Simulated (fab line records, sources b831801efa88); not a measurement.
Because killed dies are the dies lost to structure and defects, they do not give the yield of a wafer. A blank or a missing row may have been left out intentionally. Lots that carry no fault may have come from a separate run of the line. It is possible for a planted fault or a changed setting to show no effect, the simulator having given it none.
A struck lot beside a sound one	flow sky130	17 steps out of a route of 708
Sound: the wafers L224.1, L224.4, L224.5. The struck wafers were L232.2, L232.3, L232.4. At the end, the cause is stated.
Order at every step that has rows: each side's tool, ch and its chambers, its first start. Under that, the readings that differ: sound wafers	struck wafers	difference of the means	sigmas: that difference in standard deviations of wafers without a fault.
alike: readings whose means differ by less than 2 such deviations, and words and numbers that are the same on both sides. not compared: withheld readings, readings that some wafer has no value for, bounds like >300 that may hide the same value, and numbers for which the record gives no deviation and whose values overlap.
The two part at a step that has a row with sigmas, a row that says differs or no value, or rows on one side only. Non-overlapping numbers with no deviation appear without sigmas and do not part them. Lack of a reading on every wafer of one side parts them only where that side has two or more wafers.

first, 4 steps without rows for these wafers: SKY_VIA1_STRIP_17 (strips in post etch residue remover, time 1200 s); SKY_VIA1_CLEAN_18 (cleans in IPA, time 180 s); SKY_VIA1_CLEAN_19 (cleans in O3/DIW); SKY_VIA1_SPUTTER_20 (material TiN, target thk 20 nm, time 80 s).
SKY_VIA1_CVD_21: deposits W, target thk 270 nm, time 80.902 s.
  sound on cvd-w-02 ch 0,1, day 37 10:31; struck on cvd-w-02 ch 0,1, day 39 19:32
  alike: heater-power-outer-w, heater-power-w
SKY_VIA1_RS_MEAS_22: measures by four-point-probe.
  sound: film-metro-01 at day 37 10:37; struck: film-metro-03 at day 39 19:40
  alike: VIA1_W_RS
SKY_VIA1_THK_MEAS_23: measures by xrf.
  sound: film-metro-01 at day 37 10:44; struck: film-metro-03 at day 39 19:46
  alike: VIA1_W_THK
SKY_VIA1_CMP_24: polishes, stops on SiO2, t overpolish 15 s, target thk 0 nm.
  sound on cmp-02 ch 0,1,2, day 37 10:53; struck on cmp-02 ch 0,2,3, day 39 19:49
  alike: head-pressure-psi, motor-current-A, overpolish-run-s, time-to-endpoint-s
SKY_METAL2_SPUTTER_00: material Ti, target thk 15 nm, time 10 s.
  sound: pvd-sputter-01 at day 37 11:05; struck: pvd-sputter-03 at day 39 20:07
  alike: cathode-dc-power-W, chamber-pressure-pa, throttle-valve-pct
then, 1 step without rows for these wafers: SKY_METAL2_SPUTTER_01 (material TiN, target thk 20 nm, time 16.7 s).
SKY_METAL2_SPUTTER_02: material AlCu, target thk 250 nm, time 13.3 s.
  sound: pvd-sputter-01 at day 37 11:08; struck: pvd-sputter-03 at day 39 20:10
  alike: cathode-dc-power-W, chamber-pressure-pa, throttle-valve-pct
SKY_METAL2_SPUTTER_03: material Ti, target thk 5 nm, time 3.3 s.
  sound: pvd-sputter-01 at day 37 11:10; struck: pvd-sputter-03 at day 39 20:11
  alike: cathode-dc-power-W, chamber-pressure-pa, throttle-valve-pct
SKY_METAL2_SPUTTER_04: material TiN, target thk 70 nm, time 58.3 s.
  sound: pvd-sputter-01 at day 37 11:11; struck: pvd-sputter-03 at day 39 20:13
  no value came back on the struck wafers for cathode-dc-power-W (W), chamber-pressure-pa (Pa), throttle-valve-pct (%); on the sound wafers cathode-dc-power-W (W) reads 6498.9 6497.7 6498.0
SKY_METAL2_RS_MEAS_05: measures by four-point-probe.
  sound: film-metro-02 at day 37 11:14; struck: film-metro-03 at day 39 20:16
  alike: METAL2_ALCU_RS
SKY_METAL2_THK_MEAS_06: measures by xrf.
  sound: film-metro-02 at day 37 11:21; struck: film-metro-03 at day 39 20:23
reading	sound	struck	difference	sigmas
METAL2_ALCU_THK (nm)	244 246 251	282 290 283	+38	+11
then, 1 step without rows for these wafers: SKY_METAL2_DEHYDRATE_07 (time 60 s).
-- the record jumps here: 10 days lie between the struck wafers' starts before and after (it left off in module METAL2 and takes up again in module PAD_OPEN, whose first step shown is number 708 of the route) --
SKY_PAD_OPEN_PROBE_99:
  sound: prober-01 at day 48 14:21; struck: prober-01 at day 50 06:20
reading	sound	struck	difference	sigmas
model.etest.via2-chain.rc-ohm	11.04 11.13 10.38	17.07 16.87 15.05	+5.48	
  alike: defect-limited-yield, killed_at_M0_to_M3, killed_at_M4_up, killed-at-contacts, killed-at-front-end, killed-at-other, killed-dies, killed-on-rim, killed-open, killed-short

== WHERE THEY PART ==
First at SKY_METAL2_SPUTTER_04; last, within this record, at SKY_METAL2_THK_MEAS_06. Later steps at which nothing parts them and some readings are alike: SKY_PAD_OPEN_PROBE_99.

WHY: whatever the simulator had introduced
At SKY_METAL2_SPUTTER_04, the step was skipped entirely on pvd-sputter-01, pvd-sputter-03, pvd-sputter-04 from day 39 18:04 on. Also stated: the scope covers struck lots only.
